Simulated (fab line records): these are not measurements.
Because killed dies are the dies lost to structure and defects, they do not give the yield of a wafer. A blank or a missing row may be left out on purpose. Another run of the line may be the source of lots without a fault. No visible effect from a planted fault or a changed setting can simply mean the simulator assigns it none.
Which tool is to blame? :: flow gf180mcu :: Sampling: 12 lots, 36 wafers, 4 of 602 route steps

WHAT EACH GAUGE READ, for each wafer
GF_PASSIVATION_THK_MEAS_03.
lot: L425
measured: day 28 02:37
on: film_metro-01
PASSIVATION_CVD_02_THK (nm): 687 691 704

lot: L426
measured: day 28 18:37
on: film_metro-04
PASSIVATION_CVD_02_THK (nm): 670 697 703

lot: L427
measured: day 29 07:07
on: film_metro-01
PASSIVATION_CVD_02_THK (nm): 680 687 698

lot: L429
measured: day 29 14:57
on: film_metro-03
PASSIVATION_CVD_02_THK (nm): 689 700 700

lot: L430
measured: day 30 00:37
on: film_metro-03
PASSIVATION_CVD_02_THK (nm): 689 697 708

lot: L432
measured: day 30 14:13
on: film_metro-03
PASSIVATION_CVD_02_THK (nm): 682 695 698

lot: L434
measured: day 31 04:55
on: film_metro-01
PASSIVATION_CVD_02_THK (nm): 683 689 692

lot: L441
measured: day 32 19:20
on: film_metro-03
PASSIVATION_CVD_02_THK (nm): 702 705 703

lot: L442
measured: day 32 21:04
on: film_metro-01
PASSIVATION_CVD_02_THK (nm): 682 692 695

lot: L445
measured: day 33 08:42
on: film_metro-01
PASSIVATION_CVD_02_THK (nm): 680 680 692

lot: L447
measured: day 34 00:06
on: film_metro-01
PASSIVATION_CVD_02_THK (nm): 680 687 691

lot: L448
measured: day 34 00:36
on: film_metro-03
PASSIVATION_CVD_02_THK (nm): 686 701 694

TOOL THAT RAN EACH LOT (tool first, then ch and the chambers of the sampled wafers, then the start)
lot: L425
GF_V1_ETCH_16: rie_diel-01 ch 1,2, day 18 04:40
GF_TOP_METAL_SPUTTER_02: pvd_sputter-04, day 27 05:50
GF_TOP_METAL_METAL_ETCH_16: rie_metal-01 ch 0,1, day 28 01:31

lot: L426
GF_V1_ETCH_16: rie_diel-04 ch 0,1, day 18 21:34
GF_TOP_METAL_SPUTTER_02: pvd_sputter-04, day 27 22:07
GF_TOP_METAL_METAL_ETCH_16: rie_metal-03 ch 1, day 28 17:16

lot: L427
GF_V1_ETCH_16: rie_diel-04 ch 0,2,3, day 19 14:56
GF_TOP_METAL_SPUTTER_02: pvd_sputter-03, day 28 10:26
GF_TOP_METAL_METAL_ETCH_16: rie_metal-01 ch 0,1, day 29 05:53

lot: L429
GF_V1_ETCH_16: rie_diel-04 ch 1,2,3, day 19 23:02
GF_TOP_METAL_SPUTTER_02: pvd_sputter-01, day 28 18:23
GF_TOP_METAL_METAL_ETCH_16: rie_metal-01 ch 0,1, day 29 13:47

lot: L430
GF_V1_ETCH_16: rie_diel-04 ch 0,2,3, day 20 12:55
GF_TOP_METAL_SPUTTER_02: pvd_sputter-01, day 29 04:58
GF_TOP_METAL_METAL_ETCH_16: rie_metal-02 ch 1, day 29 23:16

lot: L432
GF_V1_ETCH_16: rie_diel-04 ch 0,1,2, day 21 03:39
GF_TOP_METAL_SPUTTER_02: pvd_sputter-03, day 29 17:40
GF_TOP_METAL_METAL_ETCH_16: rie_metal-01 ch 0, day 30 12:55

lot: L434
GF_V1_ETCH_16: rie_diel-03 ch 0,1,2, day 21 22:37
GF_TOP_METAL_SPUTTER_02: pvd_sputter-01, day 30 09:49
GF_TOP_METAL_METAL_ETCH_16: rie_metal-02 ch 0,1, day 31 03:49

lot: L441
GF_V1_ETCH_16: rie_diel-04 ch 0,1, day 24 01:35
GF_TOP_METAL_SPUTTER_02: pvd_sputter-01, day 32 02:07
GF_TOP_METAL_METAL_ETCH_16: rie_metal-02 ch 0,1, day 32 18:13

lot: L442
GF_V1_ETCH_16: rie_diel-04 ch 1,2, day 24 05:12
GF_TOP_METAL_SPUTTER_02: pvd_sputter-04, day 32 03:38
GF_TOP_METAL_METAL_ETCH_16: rie_metal-02 ch 0, day 32 19:47

lot: L445
GF_V1_ETCH_16: rie_diel-01 ch 0,1,3, day 24 23:25
GF_TOP_METAL_SPUTTER_02: pvd_sputter-04, day 32 15:40
GF_TOP_METAL_METAL_ETCH_16: rie_metal-01 ch 0,1, day 33 07:32

lot: L447
GF_V1_ETCH_16: rie_diel-01 ch 0,3, day 25 15:46
GF_TOP_METAL_SPUTTER_02: pvd_sputter-04, day 33 07:20
GF_TOP_METAL_METAL_ETCH_16: rie_metal-02 ch 0,1, day 33 22:56

lot: L448
GF_V1_ETCH_16: rie_diel-01 ch 0,2, day 25 18:51
GF_TOP_METAL_SPUTTER_02: pvd_sputter-01, day 33 07:38
GF_TOP_METAL_METAL_ETCH_16: rie_metal-03 ch 0,1, day 33 22:59
- GF_V1_ETCH_16: etches BARC in N2/H2.
- GF_TOP_METAL_SPUTTER_02: material AlCu, target thk 900 nm, time 47.82 s.
- GF_TOP_METAL_METAL_ETCH_16: etches the open film in Cl2/BCl3, stops on SiO2, target depth 1197 nm, time 199.5 s.

WHAT THE TOOLS THEMSELVES READ (means of the sampled wafers that have a number; where no wafer has one, the mark that the record gives instead)
GF_V1_ETCH_16.
lot: L425
tool: rie_diel-01
bias_w (W): 100.3
drypump_motor_current_A (A): 5.7
oes_product_au (a.u.): 0.853
throttle_valve_pct (%): 13.223

lot: L426
tool: rie_diel-04
bias_w (W): 100.1
drypump_motor_current_A (A): 5.9
oes_product_au (a.u.): 0.860
throttle_valve_pct (%): 13.223

lot: L427
tool: rie_diel-04
bias_w (W): 99.9
drypump_motor_current_A (A): 5.8
oes_product_au (a.u.): 0.855
throttle_valve_pct (%): 13.225

lot: L429
tool: rie_diel-04
bias_w (W): 99.6
drypump_motor_current_A (A): 5.6
oes_product_au (a.u.): 0.856
throttle_valve_pct (%): 13.228

lot: L430
tool: rie_diel-04
bias_w (W): 99.8
drypump_motor_current_A (A): 5.8
oes_product_au (a.u.): 0.851
throttle_valve_pct (%): 13.216

lot: L432
tool: rie_diel-04
bias_w (W): 99.7
drypump_motor_current_A (A): 5.7
oes_product_au (a.u.): 0.857
throttle_valve_pct (%): 13.224

lot: L434
tool: rie_diel-03
bias_w (W): 99.9
drypump_motor_current_A (A): 6.0
oes_product_au (a.u.): 0.853
throttle_valve_pct (%): 13.231

lot: L441
tool: rie_diel-04
bias_w (W): 100.2
drypump_motor_current_A (A): 5.9
oes_product_au (a.u.): 0.851
throttle_valve_pct (%): 13.215

lot: L442
tool: rie_diel-04
bias_w (W): 99.9
drypump_motor_current_A (A): 5.6
oes_product_au (a.u.): 0.854
throttle_valve_pct (%): 13.234

lot: L445
tool: rie_diel-01
bias_w (W): 99.9
drypump_motor_current_A (A): 5.3
oes_product_au (a.u.): 0.858
throttle_valve_pct (%): 13.230

lot: L447
tool: rie_diel-01
bias_w (W): 100.0
drypump_motor_current_A (A): 5.1
oes_product_au (a.u.): 0.855
throttle_valve_pct (%): 13.224

lot: L448
tool: rie_diel-01
bias_w (W): 99.6
drypump_motor_current_A (A): 5.3
oes_product_au (a.u.): 0.856
throttle_valve_pct (%): 13.218

GF_TOP_METAL_SPUTTER_02.
lot: L425
tool: pvd_sputter-04
cathode_dc_power_W (W): 10598
throttle_valve_pct (%): 29.7

lot: L426
tool: pvd_sputter-04
cathode_dc_power_W (W): 10601
throttle_valve_pct (%): 28.0

lot: L427
tool: pvd_sputter-03
cathode_dc_power_W (W): 10602
throttle_valve_pct (%): 30.8

lot: L429
tool: pvd_sputter-01
cathode_dc_power_W (W): 10599
throttle_valve_pct (%): 31.0

lot: L430
tool: pvd_sputter-01
cathode_dc_power_W (W): 10600
throttle_valve_pct (%): 29.2

lot: L432
tool: pvd_sputter-03
cathode_dc_power_W (W): 10598
throttle_valve_pct (%): 30.6

lot: L434
tool: pvd_sputter-01
cathode_dc_power_W (W): 10601
throttle_valve_pct (%): 30.8

lot: L441
tool: pvd_sputter-01
cathode_dc_power_W (W): 10600
throttle_valve_pct (%): 29.8

lot: L442
tool: pvd_sputter-04
cathode_dc_power_W (W): 10601
throttle_valve_pct (%): 30.4

lot: L445
tool: pvd_sputter-04
cathode_dc_power_W (W): 10601
throttle_valve_pct (%): 29.0

lot: L447
tool: pvd_sputter-04
cathode_dc_power_W (W): 10598
throttle_valve_pct (%): 30.2

lot: L448
tool: pvd_sputter-01
cathode_dc_power_W (W): 10600
throttle_valve_pct (%): 29.3

GF_TOP_METAL_METAL_ETCH_16.
lot: L425
tool: rie_metal-01
bias_w (W): 140.8
drypump_motor_current_A (A): 5.95
oes_product_au (a.u.): 0.988
throttle_valve_pct (%): 28.231

lot: L426
tool: rie_metal-03
bias_w (W): 139.6
drypump_motor_current_A (A): 5.99
oes_product_au (a.u.): 0.991
throttle_valve_pct (%): 28.228

lot: L427
tool: rie_metal-01
bias_w (W): 140.6
drypump_motor_current_A (A): 6.04
oes_product_au (a.u.): 0.988
throttle_valve_pct (%): 28.232

lot: L429
tool: rie_metal-01
bias_w (W): 140.0
drypump_motor_current_A (A): 5.95
oes_product_au (a.u.): 0.989
throttle_valve_pct (%): 28.225

lot: L430
tool: rie_metal-02
bias_w (W): 140.1
drypump_motor_current_A (A): 6.29
oes_product_au (a.u.): 0.986
throttle_valve_pct (%): 28.230

lot: L432
tool: rie_metal-01
bias_w (W): 139.6
drypump_motor_current_A (A): 6.15
oes_product_au (a.u.): 0.984
throttle_valve_pct (%): 28.228

lot: L434
tool: rie_metal-02
bias_w (W): 140.3
drypump_motor_current_A (A): 6.12
oes_product_au (a.u.): 0.995
throttle_valve_pct (%): 28.235

lot: L441
tool: rie_metal-02
bias_w (W): 140.1
drypump_motor_current_A (A): 6.21
oes_product_au (a.u.): 0.989
throttle_valve_pct (%): 28.225

lot: L442
tool: rie_metal-02
bias_w (W): 140.4
drypump_motor_current_A (A): 6.03
oes_product_au (a.u.): 0.992
throttle_valve_pct (%): 28.216

lot: L445
tool: rie_metal-01
bias_w (W): 139.9
drypump_motor_current_A (A): 5.95
oes_product_au (a.u.): 0.996
throttle_valve_pct (%): 28.232

lot: L447
tool: rie_metal-02
bias_w (W): 139.7
drypump_motor_current_A (A): 6.18
oes_product_au (a.u.): 0.994
throttle_valve_pct (%): 28.227

lot: L448
tool: rie_metal-03
bias_w (W): 139.8
drypump_motor_current_A (A): 6.06
oes_product_au (a.u.): 0.993
throttle_valve_pct (%): 28.236

THE ANSWER, worked out from the rows above alone
Rule: usual is defined by the lots themselves. The widest of any qualifying gaps counts: lots, ordered by their means at a reading, are off when they make up no more than a third of the lots, leave a main group of 4 or more, and stand apart from it by 3 or more times the standard deviation of that group's means. If all means in a main group match to the digits the tables above print for the reading, that group is not used. Also off: a lot with no number at a reading for which 4 or more lots have one. The other lots that the step has rows for count as sound. After the gauges, taken in route order, come the tools' own readings; for these a lot's mean is taken, as printed above. At the first step where some lot is off, the reading lying furthest off is the one used; lots without a number count as furthest.
No lot is off on any of the readings shown, so nothing can be concluded from this.

WHAT THE SIMULATOR HAD INSERTED
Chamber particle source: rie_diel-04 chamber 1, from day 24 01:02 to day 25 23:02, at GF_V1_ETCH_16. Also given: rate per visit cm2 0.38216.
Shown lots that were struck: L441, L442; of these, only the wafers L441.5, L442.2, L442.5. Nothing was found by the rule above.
